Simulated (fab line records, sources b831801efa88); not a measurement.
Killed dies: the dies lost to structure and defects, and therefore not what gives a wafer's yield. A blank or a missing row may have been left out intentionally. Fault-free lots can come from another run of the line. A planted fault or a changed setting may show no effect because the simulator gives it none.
Struck lot and sound lot, side by side    flow sky130    14 steps out of a route of 708
Sound: wafers L330.2, L330.3, L330.6. Struck: wafer L336.1 (L336.2, L336.4, from the same lot, were not struck and are left out); the cause is given at the end.
At each step with rows: each side's tool, then ch and its chambers, then its first start. Under that, the readings that differ: sound wafers    struck wafers    difference of the means    sigmas: that difference in standard deviations of wafers without a fault.
alike: a reading whose means differ by less than 2 such deviations, as well as words and numbers matching on both sides. not compared: withheld readings; readings where some wafer has no value; bounds like >300 that might hide an equal value; numbers whose values overlap and for which the record gives no deviation.
A row with sigmas, a row that says differs or no value, or rows on one side alone: a step with any of these is where the two part. Numbers that don't overlap but have no deviation are shown without sigmas and don't part them. Lack of a reading on every wafer of one side parts them only where that side has two or more wafers.

first, 9 steps without rows for these wafers: SKY_CAP2M_CLEAN_17 (cleans in O3/DIW); SKY_METAL4_DEHYDRATE_05 (time 60 s); SKY_METAL4_HMDS_06 (prime time 60 s); SKY_METAL4_COAT_07 (resist thk 60 nm); SKY_METAL4_COAT_08 (resist thk 1140 nm); SKY_METAL4_SOFTBAKE_09 (time 90 s); SKY_METAL4_EXPOSE_10 (exposes mask MM4, target cd 300 nm); SKY_METAL4_PEB_11; SKY_METAL4_DEVELOP_12 (develop time 60 s).
SKY_METAL4_CD_MEAS_13: the cd target is 300 nm.
  struck on cd sem-01, day 44 23:14; sound on cd sem-02, day 43 18:28
  alike: cd nm
SKY_METAL4_OVL_MEAS_14:
  struck on overlay-01, day 44 23:22; sound on overlay-01, day 43 18:34
  alike: METAL4_OVL
SKY_METAL4_DESCUM_15: chemistry O2, time 8 s.
  sound on rie metal-01 ch 1, day 43 18:36; struck on rie metal-01 ch 1, day 44 23:24
  alike: drypump motor current A, oes product au
  not compared: rf hours counter h
SKY_METAL4_ETCH_16: etches BARC in N2/H2, stops on SiO2, time 88.2 s, target depth 60 nm.
  sound on rie metal-01 ch 1, day 43 18:38; struck on rie metal-01 ch 1, day 44 23:26
reading                                 sound                 struck  difference  sigmas
bias w (W)                              100.05 100.05 100.08  107.70  +7.64       +27
model.SiO2_of_CAP2M_CVD_00.thk nm (nm)  15.33 15.26 15.6      14.94   -0.46       
  alike: drypump motor current A, oes product au, throttle valve pct
  not compared: rf hours counter h
SKY_METAL4_ETCH_17: etches SiO2 in C4F8/O2/Ar, stops on TiN, time 3.9 s, target depth 15 nm.
  sound on rie diel-02 ch 1,2,3, day 43 18:44; struck on rie diel-01 ch 0, day 44 23:32
  alike: bias w, oes product au
  not compared: rf hours counter h

== WHERE THEY PART ==
Only at SKY_METAL4_ETCH_16, within this record. Later steps at which nothing parts them and some readings are alike: SKY_METAL4_ETCH_17.

WHY: what the simulator had put in
rie metal-01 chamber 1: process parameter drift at SKY_METAL4_ETCH_16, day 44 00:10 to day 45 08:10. A move of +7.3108 in setting bias w, from 100. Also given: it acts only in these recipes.
